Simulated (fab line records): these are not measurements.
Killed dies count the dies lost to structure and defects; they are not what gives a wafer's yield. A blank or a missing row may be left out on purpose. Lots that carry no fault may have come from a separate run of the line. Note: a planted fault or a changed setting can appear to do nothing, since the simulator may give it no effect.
Split-lot study | flow sky130 | 23 wafers read from 5 lots, route of 708 steps

== ABOUT THE SPLIT ==
At SKY_SD_P_EXPOSE_04 (exposes mask PSDM, target cd 380 nm), the setting doseMj was moved away from the recipe's 138 on 8 of the 23 wafers read, by -7.1% to +6.7%. All remaining wafers had this setting at the recipe value.

== FROM THE SPLIT ON TO THE READING: in between, the file shows 1 step ==
- SKY_SD_P_DEVELOP_06: develop time 60 s (also split here: developTimeS)

== THE READING ==
cdNm, in nm, at SKY_SD_P_CD_MEAS_07 (target cd 380 nm). A value of 379.8 nm with a standard deviation of 1.7 nm is what fault-free wafers of this fab line usually give.

wafer  | tool, chamber at the split | doseMj as run | against the recipe | cdNm, nm | against lot-mates on the recipe
L074.1 | ilineStepper-01, 0         | 147.2         | +6.7%              | 397.9    | +12.1
L074.2 | ilineStepper-01, 0         | 138           | recipe             | 390.6    | -
L074.4 | ilineStepper-01, 0         | 147.2         | +6.7%              | 407.2    | +21.4
L074.5 | ilineStepper-01, 0         | 147.2         | +6.7%              | 408.2    | +22.4
L074.6 | ilineStepper-01, 0         | 138           | recipe             | 381.0    | -
L076.1 | ilineStepper-02, 0         | 138           | recipe             | 378.5    | -
L076.2 | ilineStepper-02, 0         | 138           | recipe             | 382.3    | -
L076.3 | ilineStepper-02, 0         | 138           | recipe             | 383.4    | -
L076.4 | ilineStepper-02, 0         | 138           | recipe             | 381.5    | -
L076.5 | ilineStepper-02, 0         | 138           | recipe             | 380.3    | -
L083.1 | ilineStepper-01, 0         | 128.2         | -7.1%              | 361.5    | -21.6
L083.2 | ilineStepper-01, 0         | 128.2         | -7.1%              | 360.8    | -22.3
L083.3 | ilineStepper-01, 0         | 138           | recipe             | 383.6    | -
L083.4 | ilineStepper-01, 0         | 138           | recipe             | 383.3    | -
L083.6 | ilineStepper-01, 0         | 138           | recipe             | 382.5    | -
L080.1 | ilineStepper-01, 0         | 138           | recipe             | 379.6    | -
L080.2 | ilineStepper-01, 0         | 138           | recipe             | 380.4    | -
L080.3 | ilineStepper-01, 0         | 138           | recipe             | 380.6    | -
L085.1 | ilineStepper-01, 0         | 129.7         | -6.0%              | 362.6    | -17.3
L085.2 | ilineStepper-01, 0         | 138           | recipe             | 379.8    | -
L085.3 | ilineStepper-01, 0         | 129.7         | -6.0%              | 361.9    | -18.0
L085.4 | ilineStepper-01, 0         | 138           | recipe             | 380.0    | -
L085.5 | ilineStepper-01, 0         | 129.7         | -6.0%              | 361.1    | -18.8

FIT RESULTS
A straight line over all 23 wafers: cdNm changes by +3.24 nm for each +1% of doseMj; r = +0.97; the points scatter about the line by 3 nm.
The same after taking each lot's own level away (the mean of its wafers on the recipe; 23 wafers): +2.94 nm for each +1%; r = +0.98; scatter 2.5 nm.
Per that fit: largest doseMj move, reading shift of 21 nm.
Measured against the standard deviation above, the lots' own levels, which go from 379.90 to 385.80 nm, span 3.5 times it.
In other words, the slope is changed by the lot-to-lot level; the two fits disagree.
Check: with one of the wafers moved furthest among these (-7.1%) left out of the fit, the line predicts -21 nm for it against its lot-mates. It came out at -21.6 nm against them.

== OTHER SPLITS ON THESE WAFERS ==
These wafers also went through other splits before the reading. Each is held against what the fit with the lots' levels taken away leaves over:
other split on the same wafers   | wafers away from the commonest value | r with cdNm (lot level and that fit taken away)
SKY_LDD_HVN_COAT_02 resistThkNm  | 4                                    | -0.16
SKY_LDD_HVN_IMPLANT_08 doseCm2   | 11                                   | +0.08
SKY_POLY_CUT_COAT_03 spinRpm     | 5                                    | +0.00
SKY_POLY_CUT_EXPOSE_05 doseMj    | 6                                    | +0.15
SKY_SD_P_DEVELOP_06 developTimeS | 3                                    | +0.55

== THE FILE'S OWN FIT ==
cdNm changes by +2.97 nm for each +1% of doseMj, r = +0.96.
